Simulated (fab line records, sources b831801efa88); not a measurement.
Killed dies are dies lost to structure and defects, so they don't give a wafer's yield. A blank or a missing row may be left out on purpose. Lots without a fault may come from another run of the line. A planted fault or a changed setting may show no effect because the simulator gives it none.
fab line records | flow gf180mcu
record lots=5 wafers=15 last_day=33
route steps=602 shown V5@566 TOP_METAL@567 PASSIVATION@587
lots that met no fault: from a run of the same line without faults
start_h: hours from the record's first day to the start of the lot's first wafer shown | wait_h: hours since the lot's step before | " the same as in the row above | L1.1+2: a row that stands for several wafers | - no value, or no start given | * or withheld: withheld | < > ~ a bound
route shown NAME@n: a module of which the file shows steps, and the number in the route of the first | usual: mean/standard deviation of fault-free wafers | same: alike in all rows | chamber/n: place in a boat | sites: the reading at each site | _std_site: their standard deviation | _edge_site: outer sites' mean less inner sites' | radius_mm: how far each site lies from the wafer's centre | mask NAME#n: copy n | behind: the tool/chamber that last shaped the wafer | hold: why the lot was held/for how many hours/how that ended | device: the transistor (n, p or np) that didn't switch | end of line: the same wafers' tests at the end of the route | a step without rows: its recipe alone | killed: dies lost to structure and defects at the first sort, not the wafer's yield | map: a wafer's dies, x killed, . not, _ none there
set.NAME: the setting as run; set.NAME@STEP: as run at that earlier step | model.NAME: the simulator's own value behind a step, which no gauge read
lots at some steps of the route; a table a step, a row a wafer
services: from which hour (start_h, from the record's first day; less than 0 if before it) a tool's chamber was out of use, for how many hours, and why
## steps
# step GF_V5_CMP_26
# recipe stop_on=SiO2 down_force_psi=3.5 platen_rpm=60 t_overpolish_s=15 target_thk_nm=0 pad_velocity_m_s=0.94248
# usual edge_zone_pressure_frac=1.000/0.0049 motor_current_A=11.0/1.3 overpolish_run_s=15.001/0.0091 time_to_endpoint_s=88/4.1
# columns lot.wafer tool chamber start_h wait_h edge_zone_pressure_frac motor_current_A overpolish_run_s time_to_endpoint_s
L074.4 cmp-01 1 631.59 0.1 0.995 10.4 15.007 94
L074.1 " 2 " " 0.994 10.2 15.003 89
L074.2 " 3 " " 1.002 9.5 14.997 85
L082.4 cmp-01 0 692.98 0.0 0.994 13.2 14.995 84
L082.1 " 1 " " 0.999 10.1 15.004 90
L082.2 " 3 " " 0.995 9.7 15.007 85
L088.1 cmp-02 0 736.49 0.2 0.993 10.5 14.985 89
L088.3 " 1 " " 0.998 10.6 15.016 90
L088.6 " 3 " " 0.994 10.4 14.994 85
L091.2 cmp-02 3 754.43 1.2 1.005 10.9 15.006 91
L091.3 " 1 " " 0.995 10.6 15.007 94
L091.6 " 2 " " 1.001 12.8 15.005 93
L093.1 cmp-02 2 761.31 0.1 1.000 13.2 14.997 93
L093.3 " 3 " " 1.003 10.7 15.000 89
L093.6 " 1 " " 1.009 10.7 14.997 92
# step GF_TOP_METAL_SPUTTER_00
# recipe material=Ti target_thk_nm=37.5 arriving_ion_energy_ev=80 substrate_temp_c=200 chamber_pressure_pa=2 power_w=4000 time_s=150
# usual cathode_dc_power_W=4000.0/0.67 chamber_pressure_pa=2.000/0.004 throttle_valve_pct=30.0/0.68
# columns lot.wafer tool chamber start_h wait_h cathode_dc_power_W chamber_pressure_pa throttle_valve_pct
L074.1 pvd_sputter-01 - 631.84 0.1 3999.3 1.993 31.0
L074.2 " - " " 3999.7 1.996 30.1
L074.4 " - " " 4000.5 1.999 28.8
L082.1 pvd_sputter-01 - 693.28 0.2 3999.9 2.004 28.9
L082.2 " - " " 3999.5 1.997 30.2
L082.4 " - " " 3999.1 1.996 30.8
L088.1 pvd_sputter-02 - 736.74 0.2 3999.8 1.996 30.1
L088.3 " - " " 4000.3 2.006 30.0
L088.6 " - " " 4000.8 2.002 30.3
L091.2 pvd_sputter-02 - 754.68 0.2 4000.0 1.999 30.9
L091.3 " - " " 4000.8 2.005 30.3
L091.6 " - " " 3998.2 2.001 29.6
L093.1 pvd_sputter-01 - 761.56 0.2 4000.0 1.996 28.9
L093.3 " - " " 4000.2 1.997 30.7
L093.6 " - " " 4001.3 2.000 30.2
# step GF_TOP_METAL_SPUTTER_01
# recipe material=TiN target_thk_nm=30 power_w=6500 time_s=25 chamber_pressure_pa=0.4
# usual cathode_dc_power_W=6499.9/1.3 chamber_pressure_pa=0.4002/0.00087 throttle_valve_pct=30.1/0.67
# columns lot.wafer tool chamber start_h wait_h cathode_dc_power_W chamber_pressure_pa throttle_valve_pct
L074.1 pvd_sputter-01 - 631.94 0.1 6499.7 0.4006 30.8
L074.2 " - " " 6500.9 0.3983 30.4
L074.4 " - " " 6499.9 0.3982 28.8
L082.1 pvd_sputter-01 - 693.38 0.1 6500.7 0.4013 28.9
L082.2 " - " " 6498.1 0.4003 30.2
L082.4 " - " " 6499.7 0.4007 30.6
L088.1 pvd_sputter-02 - 736.84 0.1 6501.1 0.3996 30.0
L088.3 " - " " 6500.9 0.3998 29.7
L088.6 " - " " 6496.7 0.3991 29.9
L091.2 pvd_sputter-02 - 754.78 0.1 6499.1 0.4010 31.0
L091.3 " - " " 6502.8 0.3990 30.2
L091.6 " - " " 6501.8 0.4004 30.1
L093.1 pvd_sputter-01 - 761.66 0.1 6501.4 0.3987 29.0
L093.3 " - " " 6499.0 0.4000 30.5
L093.6 " - " " 6499.8 0.3996 30.3
# step GF_TOP_METAL_SPUTTER_02
# recipe material=AlCu target_thk_nm=900 power_w=10600 chamber_pressure_pa=0.3 substrate_temp_c=250 gas=Ar time_s=47.82
# usual cathode_dc_power_W=10600/1.9 chamber_pressure_pa=0.2999/0.00058 throttle_valve_pct=30.0/0.65
# columns lot.wafer tool chamber start_h wait_h cathode_dc_power_W chamber_pressure_pa throttle_valve_pct
L074.1 pvd_sputter-01 - 631.98 0.0 10599 0.3009 30.7
L074.2 " - " " 10602 0.3003 30.0
L074.4 " - " " 10600 0.2993 28.9
L082.1 pvd_sputter-01 - 693.41 0.0 10597 0.3004 28.8
L082.2 " - " " 10596 0.2997 30.1
L082.4 " - " " 10597 0.3000 30.7
L088.1 pvd_sputter-02 - 736.87 0.0 10601 0.2992 30.4
L088.3 " - " " 10599 0.2993 29.9
L088.6 " - " " 10598 0.3006 30.2
L091.2 pvd_sputter-02 - 754.81 0.0 10601 0.3004 31.0
L091.3 " - " " 10599 0.2999 30.2
L091.6 " - " " 10600 0.2996 29.8
L093.1 pvd_sputter-01 - 761.69 0.0 10598 0.2999 28.8
L093.3 " - " " 10599 0.2995 30.7
L093.6 " - " " 10600 0.2992 30.1
# step GF_TOP_METAL_SPUTTER_03
# recipe material=Ti target_thk_nm=5 substrate_temp_c=300 chamber_pressure_pa=0.3 power_w=3000 time_s=3.3
# usual cathode_dc_power_W=3000.0/0.54 chamber_pressure_pa=0.2999/0.00056 throttle_valve_pct=30.1/0.66
# columns lot.wafer tool chamber start_h wait_h cathode_dc_power_W chamber_pressure_pa throttle_valve_pct
L074.1 pvd_sputter-01 - 632.02 0.0 3000.4 0.2998 30.8
L074.2 " - " " 2998.9 0.2994 30.4
L074.4 " - " " 2999.8 0.3009 28.7
L082.1 pvd_sputter-01 - 693.46 0.0 2999.7 0.2989 29.1
L082.2 " - " " 2999.8 0.3003 30.4
L082.4 " - " " 3000.2 0.2980 30.9
L088.1 pvd_sputter-02 - 736.91 0.0 3000.3 0.2995 30.3
L088.3 " - " " 2999.3 0.2993 30.0
L088.6 " - " " 3000.6 0.3005 30.0
L091.2 pvd_sputter-02 - 754.86 0.0 2999.7 0.3002 31.0
L091.3 " - " " 3000.2 0.2998 29.9
L091.6 " - " " 3000.6 0.3000 29.8
L093.1 pvd_sputter-01 - 761.74 0.0 2999.3 0.3005 28.8
L093.3 " - " " 3000.0 0.2992 30.8
L093.6 " - " " 2999.6 0.3005 30.1
# step GF_TOP_METAL_SPUTTER_04
# recipe material=TiN target_thk_nm=25 power_w=6500 time_s=20.8 chamber_pressure_pa=0.4
# usual cathode_dc_power_W=6500.1/1.1 chamber_pressure_pa=0.4001/0.00081 throttle_valve_pct=30.0/0.66
# columns lot.wafer tool chamber start_h wait_h cathode_dc_power_W chamber_pressure_pa throttle_valve_pct
L074.1 pvd_sputter-01 - 632.04 0.0 6502.7 0.4008 30.8
L074.2 " - " " 6501.8 0.3997 30.2
L074.4 " - " " 6500.6 0.4001 28.8
L082.1 pvd_sputter-01 - 693.47 0.0 6501.5 0.3989 28.8
L082.2 " - " " 6501.9 0.3994 29.9
L082.4 " - " " 6500.7 0.3994 30.5
L088.1 pvd_sputter-02 - 736.93 0.0 6503.5 0.4000 30.1
L088.3 " - " " 6500.6 0.3996 29.8
L088.6 " - " " 6500.7 0.4005 30.1
L091.2 pvd_sputter-02 - 754.87 0.0 6500.2 0.3999 31.2
L091.3 " - " " 6500.6 0.4014 30.0
L091.6 " - " " 6501.3 0.3997 29.9
L093.1 pvd_sputter-01 - 761.75 0.0 6500.7 0.4002 28.9
L093.3 " - " " 6498.5 0.4005 30.6
L093.6 " - " " 6501.8 0.4006 29.9
# step GF_TOP_METAL_RS_MEAS_05
# recipe thk_meas_gauge=four-point-probe reads=TiN_of_TOP_METAL_SPUTTER_04+Ti_of_TOP_METAL_SPUTTER_03+AlCu_of_TOP_METAL_SPUTTER_02+TiN_of_TOP_METAL_SPUTTER_01+Ti_of_TOP_METAL_SPUTTER_00
# usual TOP_METAL_ALCU_RS=0.0327/0.00045
# columns lot.wafer tool chamber start_h wait_h TOP_METAL_ALCU_RS[ohm/sq]
L074.1 film_metro-02 - 632.07 0.0 0.0323
L074.2 " - " " 0.0330
L074.4 " - " " 0.0325
L082.1 film_metro-02 - 693.50 0.0 0.0320
L082.2 " - " " 0.0326
L082.4 " - " " 0.0319
L088.1 film_metro-03 - 736.96 0.0 0.0325
L088.3 " - " " 0.0320
L088.6 " - " " 0.0331
L091.2 film_metro-03 - 754.92 0.0 0.0327
L091.3 " - " " 0.0329
L091.6 " - " " 0.0319
L093.1 film_metro-03 - 761.78 0.0 0.0325
L093.3 " - " " 0.0323
L093.6 " - " " 0.0331
# step GF_TOP_METAL_THK_MEAS_06
# recipe thk_meas_gauge=xrf reads=AlCu_of_TOP_METAL_SPUTTER_02
# usual TOP_METAL_ALCU_THK=917/14
# columns lot.wafer tool chamber start_h wait_h TOP_METAL_ALCU_THK[nm]
L074.1 film_metro-02 - 632.19 0.1 924
L074.2 " - " " 915
L074.4 " - " " 927
L082.1 film_metro-02 - 693.62 0.1 928
L082.2 " - " " 907
L082.4 " - " " 929
L088.1 film_metro-03 - 737.08 0.1 923
L088.3 " - " " 942
L088.6 " - " " 914
L091.2 film_metro-03 - 755.03 0.1 927
L091.3 " - " " 919
L091.6 " - " " 948
L093.1 film_metro-03 - 761.90 0.1 934
L093.3 " - " " 938
L093.6 " - " " 916
# step GF_TOP_METAL_DEHYDRATE_07
# recipe temp_c=200 time_s=60
# usual chill_plate_temp_C=23.03/0.11
# columns lot.wafer tool chamber start_h wait_h chill_plate_temp_C
L074.1 litho_track-02 0 641.44 9.2 22.98
L074.2 " 0 " " 23.12
L074.4 " 0 " " 23.18
L082.1 litho_track-02 0 702.24 8.6 23.15
L082.2 " 0 " " 23.21
L082.4 " 0 " " 22.97
L088.1 litho_track-02 0 745.04 7.9 23.13
L088.3 " 0 " " 23.10
L088.6 " 0 " " 23.13
L091.2 litho_track-03 0 762.27 7.2 23.08
L091.3 " 0 " " 22.88
L091.6 " 0 " " 23.18
L093.1 litho_track-03 0 770.00 8.1 23.15
L093.3 " 0 " " 23.08
L093.6 " 0 " " 23.16
# step GF_TOP_METAL_HMDS_08
# recipe prime_time_s=60 prime_temp_c=120
# usual chill_plate_temp_C=23.00/0.1
# columns lot.wafer tool chamber start_h wait_h chill_plate_temp_C
L074.1 litho_track-02 0 641.59 0.1 23.03
L074.2 " 0 " " 23.03
L074.4 " 0 " " 22.85
L082.1 litho_track-02 0 702.39 0.1 22.95
L082.2 " 0 " " 22.93
L082.4 " 0 " " 22.95
L088.1 litho_track-02 0 745.19 0.1 22.96
L088.3 " 0 " " 22.97
L088.6 " 0 " " 23.02
L091.2 litho_track-03 0 762.42 0.1 22.92
L091.3 " 0 " " 22.94
L091.6 " 0 " " 23.00
L093.1 litho_track-03 0 770.15 0.1 23.02
L093.3 " 0 " " 22.76
L093.6 " 0 " " 22.73
# step GF_TOP_METAL_COAT_09
# recipe resist=NOVOLAK spin_rpm=3000 resist_thk_nm=1500
# usual chill_plate_temp_C=22.99/0.12 spin_speed_rpm=3000.2/2.5
# columns lot.wafer tool chamber start_h wait_h chill_plate_temp_C spin_speed_rpm
L074.1 litho_track-02 0 641.74 0.1 23.07 3004.1
L074.2 " 0 " " 22.95 2997.7
L074.4 " 0 " " 22.90 3003.8
L082.1 litho_track-02 0 702.54 0.1 23.03 3002.4
L082.2 " 0 " " 22.95 3008.0
L082.4 " 0 " " 23.06 3000.6
L088.1 litho_track-02 0 745.34 0.1 22.89 3001.5
L088.3 " 0 " " 22.99 2999.8
L088.6 " 0 " " 23.15 3002.3
L091.2 litho_track-03 0 762.57 0.1 23.09 2997.6
L091.3 " 0 " " 23.15 3000.8
L091.6 " 0 " " 23.03 3002.3
L093.1 litho_track-03 0 770.30 0.1 22.90 3004.2
L093.3 " 0 " " 23.07 3001.5
L093.6 " 0 " " 22.90 3001.7
# step GF_TOP_METAL_SOFTBAKE_10
# recipe temp_c=90 time_s=60 resist=NOVOLAK
# usual chill_plate_temp_C=23.02/0.1
# columns lot.wafer tool chamber start_h wait_h chill_plate_temp_C
L074.1 litho_track-02 0 641.89 0.1 23.17
L074.2 " 0 " " 23.06
L074.4 " 0 " " 23.00
L082.1 litho_track-02 0 702.69 0.1 22.79
L082.2 " 0 " " 22.82
L082.4 " 0 " " 22.98
L088.1 litho_track-02 0 745.49 0.1 23.21
L088.3 " 0 " " 23.10
L088.6 " 0 " " 23.18
L091.2 litho_track-03 0 762.72 0.1 23.00
L091.3 " 0 " " 23.03
L091.6 " 0 " " 23.17
L093.1 litho_track-03 0 770.45 0.1 22.97
L093.3 " 0 " " 23.06
L093.6 " 0 " " 23.05
# step GF_TOP_METAL_EXPOSE_11
# recipe mask_id=MetalTop target_cd_nm=440 na=0.6 source_shape=conventional sigma_outer=0.6 dose_mj=170
# usual exposure_dose_mJ_cm2=170.6/0.77 reticle_temp_C=22.98/0.11
# columns lot.wafer tool chamber start_h wait_h mask exposure_dose_mJ_cm2 reticle_temp_C
L074.1 iline_stepper-02 0 - - MetalTop#0 171.4 22.89
L074.2 " 0 " " MetalTop#0 171.5 22.99
L074.4 " 0 " " MetalTop#0 171.5 23.19
L082.1 iline_stepper-02 0 - - MetalTop#0 171.3 22.96
L082.2 " 0 " " MetalTop#0 171.3 22.79
L082.4 " 0 " " MetalTop#0 171.2 23.09
L088.1 iline_stepper-02 0 - - MetalTop#0 171.6 22.95
L088.3 " 0 " " MetalTop#0 171.4 22.91
L088.6 " 0 " " MetalTop#0 171.4 22.89
L091.2 iline_stepper-02 0 - - MetalTop#0 171.3 23.20
L091.3 " 0 " " MetalTop#0 171.2 23.05
L091.6 " 0 " " MetalTop#0 171.2 23.02
L093.1 iline_stepper-02 0 - - MetalTop#0 171.4 22.89
L093.3 " 0 " " MetalTop#0 171.4 22.98
L093.6 " 0 " " MetalTop#0 171.2 22.95
# step GF_TOP_METAL_PEB_12
# recipe temp_c=withheld time_s=* resist=NOVOLAK
# usual chill_plate_temp_C=*
# columns lot.wafer tool chamber start_h wait_h chill_plate_temp_C
L074.1 litho_track-02 0 - - *
L074.2 " 0 " " *
L074.4 " 0 " " *
L082.1 litho_track-03 0 - - *
L082.2 " 0 " " *
L082.4 " 0 " " *
L088.1 litho_track-02 0 - - *
L088.3 " 0 " " *
L088.6 " 0 " " *
L091.2 litho_track-02 0 - - *
L091.3 " 0 " " *
L091.6 " 0 " " *
L093.1 litho_track-02 0 - - *
L093.3 " 0 " " *
L093.6 " 0 " " *
# step GF_TOP_METAL_DEVELOP_13
# recipe develop_time_s=60 dev_temp_c=23
# usual chill_plate_temp_C=22.99/0.098
# columns lot.wafer tool chamber start_h wait_h chill_plate_temp_C
L074.1 litho_track-02 0 651.79 0.1 22.98
L074.2 " 0 " " 23.01
L074.4 " 0 " " 23.02
L082.1 litho_track-03 0 712.05 0.1 22.99
L082.2 " 0 " " 23.15
L082.4 " 0 " " 23.21
L088.1 litho_track-02 0 753.64 0.1 22.92
L088.3 " 0 " " 23.03
L088.6 " 0 " " 22.94
L091.2 litho_track-02 0 770.81 0.1 23.04
L091.3 " 0 " " 23.03
L091.6 " 0 " " 23.00
L093.1 litho_track-02 0 778.04 0.1 23.20
L093.3 " 0 " " 23.07
L093.6 " 0 " " 23.07
# step GF_TOP_METAL_CD_MEAS_14
# recipe target_cd_nm=440
# usual cd_nm=440.2/2.2
# columns lot.wafer tool chamber start_h wait_h cd_nm
L074.1 cd_sem-01 - 651.94 0.1 444.9
L074.2 " - " " 441.9
L074.4 " - " " 444.8
L082.1 cd_sem-02 - 712.20 0.1 439.7
L082.2 " - " " 438.0
L082.4 " - " " 438.5
L088.1 cd_sem-02 - 753.79 0.1 439.6
L088.3 " - " " 440.2
L088.6 " - " " 439.0
L091.2 cd_sem-02 - 771.04 0.2 440.9
L091.3 " - " " 437.8
L091.6 " - " " 439.9
L093.1 cd_sem-02 - 778.19 0.1 441.3
L093.3 " - " " 440.2
L093.6 " - " " 439.9
# step GF_TOP_METAL_OVL_MEAS_15
# usual TOP_METAL_OVL=0.2/1.4
# columns lot.wafer tool chamber start_h wait_h TOP_METAL_OVL[nm]
L074.1 overlay-02 - 652.06 0.1 1.9
L074.2 " - " " 0.2
L074.4 " - " " 0.8
L082.1 overlay-01 - 712.32 0.1 1.6
L082.2 " - " " -0.1
L082.4 " - " " 0.4
L088.1 overlay-01 - 753.91 0.1 1.9
L088.3 " - " " 2.3
L088.6 " - " " -0.1
L091.2 overlay-01 - 771.14 0.1 -0.4
L091.3 " - " " 0.8
L091.6 " - " " 1.0
L093.1 overlay-01 - 778.31 0.1 -1.7
L093.3 " - " " -1.9
L093.6 " - " " -1.8
# step GF_TOP_METAL_METAL_ETCH_16
# recipe chemistry=Cl2/BCl3 mask_material=NOVOLAK target_depth_nm=1077.5 stop_on=SiO2 pressure_mtorr=8 icp_w=800 bias_w=140 Cl2_flow_sccm=80 bcl3_flow_sccm=40 time_s=179.6
# usual chamber_pressure_mTorr=8.000/0.0071 drypump_motor_current_A=5.7/0.3 oes_product_au=0.965/0.0085 throttle_valve_pct=28.256/0.011
# columns lot.wafer tool chamber start_h wait_h chamber_pressure_mTorr drypump_motor_current_A oes_product_au rf_hours_counter_h throttle_valve_pct
L074.1 rie_metal-03 0 652.10 0.0 7.993 6.0 0.977 9 28.251
L074.2 " 0 " " 8.002 6.0 0.955 - 28.263
L074.4 " 0 " " 8.003 6.0 0.966 - 28.248
L082.1 rie_metal-03 1 712.36 0.0 8.013 6.0 0.986 8 28.249
L082.2 " 0 " " 7.992 6.0 0.971 12 28.266
L082.4 " 0 " " 8.010 6.0 0.979 - 28.247
L088.1 rie_metal-03 1 753.94 0.0 8.001 6.0 0.970 9 28.240
L088.3 " 1 " " 8.007 6.0 0.977 - 28.233
L088.6 " 0 " " 8.011 6.0 0.960 - 28.258
L091.2 rie_metal-04 1 771.23 0.1 7.980 6.1 0.964 - 28.254
L091.3 " 1 " " 8.007 6.1 0.962 - 28.246
L091.6 " 1 " " 7.992 6.1 0.971 - 28.242
L093.1 rie_metal-03 1 778.34 0.0 8.008 6.0 0.968 11 28.249
L093.3 " 0 " " 7.994 6.0 0.973 - 28.244
L093.6 " 1 " " 7.993 6.0 0.959 - 28.255
# step GF_TOP_METAL_STRIP_17
# recipe chemistry=O2/N2 power_w=1400 pressure_mtorr=1500 platen_temp_c=250 o2_flow_sccm=3000 n2_flow_sccm=300 overash_fraction=0.5
# usual chamber_pressure_mTorr=1499.9/1.3 drypump_motor_current_A=5.50/0.3 heater_power_w=329/16 oes_product_au=0.710/0.0046 strip_time_to_endpoint_s=13.44/0.14
# columns lot.wafer tool chamber start_h wait_h chamber_pressure_mTorr drypump_motor_current_A heater_power_w oes_product_au rf_hours_counter_h strip_time_to_endpoint_s
L074.1 plasma_asher-01 1 652.44 0.3 1498.5 5.07 340 0.714 88 13.31
L074.2 " 0 " " 1503.0 5.68 317 0.710 88 13.28
L074.4 " 0 " " 1497.2 5.68 316 0.715 - 13.42
L082.1 plasma_asher-03 0 712.53 0.1 1501.2 5.18 321 0.714 107 13.36
L082.2 " 1 " " 1500.7 5.99 301 0.713 107 13.35
L082.4 " 0 " " 1500.3 5.20 321 0.710 - 13.39
L088.1 plasma_asher-04 1 754.12 0.1 1499.9 5.37 369 0.701 66 13.44
L088.3 " 1 " " 1501.4 5.36 355 0.710 - 13.46
L088.6 " 1 " " 1501.6 5.37 348 0.703 - 13.39
L091.2 plasma_asher-01 1 771.52 0.2 1500.1 5.07 341 0.708 102 13.46
L091.3 " 1 " " 1500.9 5.07 336 0.707 - 13.51
L091.6 " 1 " " 1500.3 5.07 343 0.722 - 13.53
L093.1 plasma_asher-03 0 778.52 0.1 1499.0 5.24 312 0.716 4 13.39
L093.3 " 1 " " 1498.6 5.94 304 0.714 - 13.35
L093.6 " 1 " " 1498.9 5.96 312 0.709 - 13.40
# step GF_TOP_METAL_STRIP_18
# recipe chemistry=post_etch_residue_remover time_s=1200 temp_c=72.5
# columns lot.wafer tool chamber start_h wait_h
L074.1+2+4 wet_bench-04 3 652.54 0.1
L082.1+2+4 wet_bench-03 0 712.63 0.1
L088.1+3+6 wet_bench-04 3 754.22 0.1
L091.2+3+6 wet_bench-02 2 771.62 0.1
L093.1+3+6 wet_bench-03 2 778.62 0.1
# step GF_TOP_METAL_CLEAN_19
# recipe chemistry=DIW dry=n2_spin
# columns lot.wafer tool chamber start_h wait_h
L074.1+2+4 wet_bench-03 1 652.92 0.0
L082.1+2+4 wet_bench-02 1 713.00 0.0
L088.1+3+6 wet_bench-02 3 754.59 0.0
L091.2+3+6 wet_bench-04 0 772.00 0.0
L093.1+3+6 wet_bench-04 2 778.96 0.0
# step GF_PASSIVATION_CVD_00
# recipe material=SiO2 target_thk_nm=1000 precursor=TEOS temp_c=400 time_s=111.95 rf_w=600
# usual heater_power_w=638/71
# columns lot.wafer tool chamber start_h wait_h heater_power_w
L074.1 pecvd-01 0 653.01 0.0 530
L074.2 " 2 " " 697
L074.4 " 0 " " 578
L082.1 pecvd-01 2 713.10 0.0 715
L082.2 " 1 " " 712
L082.4 " 0 " " 621
L088.1 pecvd-01 0 754.68 0.0 538
L088.3 " 2 " " 697
L088.6 " 1 " " 614
L091.2 pecvd-03 1 772.09 0.0 582
L091.3 " 2 " " 623
L091.6 " 1 " " 656
L093.1 pecvd-01 2 779.05 0.0 685
L093.3 " 0 " " 529
L093.6 " 0 " " 594
# step GF_PASSIVATION_THK_MEAS_01
# recipe reads=SiO2_of_PASSIVATION_CVD_00
# usual PASSIVATION_CVD_00_THK=999/12
# columns lot.wafer tool chamber start_h wait_h PASSIVATION_CVD_00_THK[nm]
L074.1 film_metro-01 - 653.09 0.0 990
L074.2 " - " " 990
L074.4 " - " " 997
L082.1 film_metro-02 - 713.18 0.0 977
L082.2 " - " " 984
L082.4 " - " " 1009
L088.1 film_metro-02 - 754.76 0.0 994
L088.3 " - " " 971
L088.6 " - " " 1000
L091.2 film_metro-04 - 772.18 0.0 1010
L091.3 " - " " 988
L091.6 " - " " 1014
L093.1 film_metro-04 - 779.13 0.0 976
L093.3 " - " " 1001
L093.6 " - " " 1003
# step GF_PASSIVATION_CVD_02
# recipe material=Si3N4 target_thk_nm=700 time_s=486.18 temp_c=400 rf_w=450
# usual heater_power_w=713/83
# columns lot.wafer tool chamber start_h wait_h heater_power_w
L074.1 pecvd-02 1 653.15 0.1 833
L074.2 " 2 " " 658
L074.4 " 0 " " 546
L082.1 pecvd-03 2 713.24 0.1 724
L082.2 " 1 " " 719
L082.4 " 1 " " 732
L088.1 pecvd-03 0 754.82 0.1 677
L088.3 " 1 " " 616
L088.6 " 0 " " 562
L091.2 pecvd-02 2 772.23 0.0 694
L091.3 " 2 " " 738
L091.6 " 1 " " 871
L093.1 pecvd-03 0 779.19 0.1 637
L093.3 " 2 " " 631
L093.6 " 1 " " 781
# step GF_PASSIVATION_THK_MEAS_03
# recipe reads=Si3N4_of_PASSIVATION_CVD_02
# usual PASSIVATION_CVD_02_THK=698/10
# columns lot.wafer tool chamber start_h wait_h PASSIVATION_CVD_02_THK[nm]
L074.1 film_metro-04 - 653.43 0.1 686
L074.2 " - " " 687
L074.4 " - " " 695
L082.1 film_metro-01 - 713.53 0.1 697
L082.2 " - " " 701
L082.4 " - " " 704
L088.1 film_metro-02 - 755.11 0.1 704
L088.3 " - " " 703
L088.6 " - " " 713
L091.2 film_metro-02 - 772.67 0.3 694
L091.3 " - " " 699
L091.6 " - " " 703
L093.1 film_metro-01 - 779.48 0.1 693
L093.3 " - " " 703
L093.6 " - " " 706
# step GF_PASSIVATION_DEHYDRATE_04
# recipe temp_c=200 time_s=60
# usual chill_plate_temp_C=23.00/0.1
# columns lot.wafer tool chamber start_h wait_h chill_plate_temp_C
L074.1 litho_track-03 0 662.95 9.5 23.01
L074.2 " 0 " " 22.91
L074.4 " 0 " " 23.05
L082.1 litho_track-02 0 721.54 8.0 22.81
L082.2 " 0 " " 22.95
L082.4 " 0 " " 22.97
L088.1 litho_track-01 0 762.37 7.2 23.07
L088.3 " 0 " " 23.10
L088.6 " 0 " " 23.17
L091.2 litho_track-01 0 779.89 7.2 23.22
L091.3 " 0 " " 23.20
L091.6 " 0 " " 23.02
L093.1 litho_track-01 0 787.02 7.5 23.07
L093.3 " 0 " " 23.15
L093.6 " 0 " " 23.04
# step GF_PASSIVATION_HMDS_05
# recipe prime_time_s=60 prime_temp_c=120
# usual chill_plate_temp_C=22.99/0.1
# columns lot.wafer tool chamber start_h wait_h chill_plate_temp_C
L074.1 litho_track-03 0 663.10 0.1 22.93
L074.2 " 0 " " 22.92
L074.4 " 0 " " 23.02
L082.1 litho_track-02 0 721.69 0.1 22.97
L082.2 " 0 " " 23.04
L082.4 " 0 " " 22.98
L088.1 litho_track-01 0 762.52 0.1 22.82
L088.3 " 0 " " 23.07
L088.6 " 0 " " 23.00
L091.2 litho_track-01 0 780.04 0.1 23.13
L091.3 " 0 " " 23.02
L091.6 " 0 " " 23.03
L093.1 litho_track-01 0 787.17 0.1 23.02
L093.3 " 0 " " 22.99
L093.6 " 0 " " 22.96
# step GF_PASSIVATION_COAT_06
# recipe spin_rpm=2000 resist_thk_nm=4000
# usual chill_plate_temp_C=23.02/0.093 spin_speed_rpm=1999.8/1.4
# columns lot.wafer tool chamber start_h wait_h chill_plate_temp_C spin_speed_rpm
L074.1 litho_track-03 0 663.25 0.1 23.15 2001.0
L074.2 " 0 " " 23.20 1999.0
L074.4 " 0 " " 23.19 2001.3
L082.1 litho_track-02 0 721.84 0.1 23.05 2000.3
L082.2 " 0 " " 23.20 1998.9
L082.4 " 0 " " 23.04 1999.4
L088.1 litho_track-01 0 762.67 0.1 22.98 1999.5
L088.3 " 0 " " 22.99 1998.9
L088.6 " 0 " " 22.98 2000.6
L091.2 litho_track-01 0 780.19 0.1 23.03 2000.0
L091.3 " 0 " " 23.06 2000.1
L091.6 " 0 " " 23.03 2003.0
L093.1 litho_track-01 0 787.32 0.1 23.00 2002.3
L093.3 " 0 " " 22.98 2001.6
L093.6 " 0 " " 22.94 2000.2
# step GF_PASSIVATION_SOFTBAKE_07
# recipe temp_c=110 time_s=withheld
# usual chill_plate_temp_C=22.98/0.11
# columns lot.wafer tool chamber start_h wait_h chill_plate_temp_C
L074.1 litho_track-03 0 663.40 0.1 22.87
L074.2 " 0 " " 22.97
L074.4 " 0 " " 23.06
L082.1 litho_track-02 0 721.99 0.1 23.21
L082.2 " 0 " " 22.98
L082.4 " 0 " " 22.99
L088.1 litho_track-01 0 762.82 0.1 23.07
L088.3 " 0 " " 22.99
L088.6 " 0 " " 23.01
L091.2 litho_track-01 0 780.35 0.1 22.89
L091.3 " 0 " " 22.77
L091.6 " 0 " " 22.76
L093.1 litho_track-01 0 787.47 0.1 23.00
L093.3 " 0 " " 23.01
L093.6 " 0 " " 22.95
# step GF_PASSIVATION_EXPOSE_08
# recipe mask_id=Pad target_cd_nm=40000 na=0.57 dose_mj=310
# usual exposure_dose_mJ_cm2=310.05/0.29 reticle_temp_C=23.00/0.096
# columns lot.wafer tool chamber start_h wait_h mask exposure_dose_mJ_cm2 reticle_temp_C
L074.1 iline_stepper-01 0 - - Pad#0 310.76 23.14
L074.2 " 0 " " Pad#0 310.12 23.06
L074.4 " 0 " " Pad#0 310.49 22.94
L082.1 iline_stepper-01 0 - - Pad#0 309.81 22.91
L082.2 " 0 " " Pad#0 309.96 22.89
L082.4 " 0 " " Pad#0 310.19 23.03
L088.1 iline_stepper-01 0 - - Pad#0 310.45 23.17
L088.3 " 0 " " Pad#0 310.09 22.88
L088.6 " 0 " " Pad#0 310.03 23.03
L091.2 iline_stepper-01 0 - - Pad#0 309.91 22.93
L091.3 " 0 " " Pad#0 310.44 22.98
L091.6 " 0 " " Pad#0 309.63 22.95
L093.1 iline_stepper-01 0 - - Pad#0 310.09 23.12
L093.3 " 0 " " Pad#0 309.72 23.08
L093.6 " 0 " " Pad#0 309.79 23.10
## services
# columns tool chamber start_h hours kind
pecvd-01 0 623.89 27.1 repair
cmp-02 - 624.34 3.9 repair
pvd_sputter-02 - 639.49 3.2 repair
rie_metal-03 1 642.35 9.9 repair
cmp-01 - 649.83 2.7 repair
iline_stepper-02 - 656.32 4.4 pm
pecvd-03 1 659.12 8.4 repair
rie_metal-03 - 671.97 0.6 repair
rie_metal-03 0 673.77 1.0 repair
pecvd-03 2 680.99 3.7 repair
pecvd-02 - 689.98 2.8 pm
plasma_asher-03 - 717.83 4.0 pm
iline_stepper-02 - 717.93 1.7 pm
wet_bench-04 - 720.15 1.4 repair
iline_stepper-02 - 725.12 2.0 repair
cmp-01 - 728.68 2.3 repair
cmp-01 - 730.95 13.0 pm
pecvd-01 2 732.23 3.8 repair
pecvd-01 0 743.21 5.7 repair
cmp-02 - 744.07 4.9 pm
rie_metal-03 - 762.40 2.8 pm
cmp-02 - 763.99 0.6 repair
pecvd-01 2 766.96 6.6 repair
pvd_sputter-01 - 770.99 2.6 repair
## key
fault none
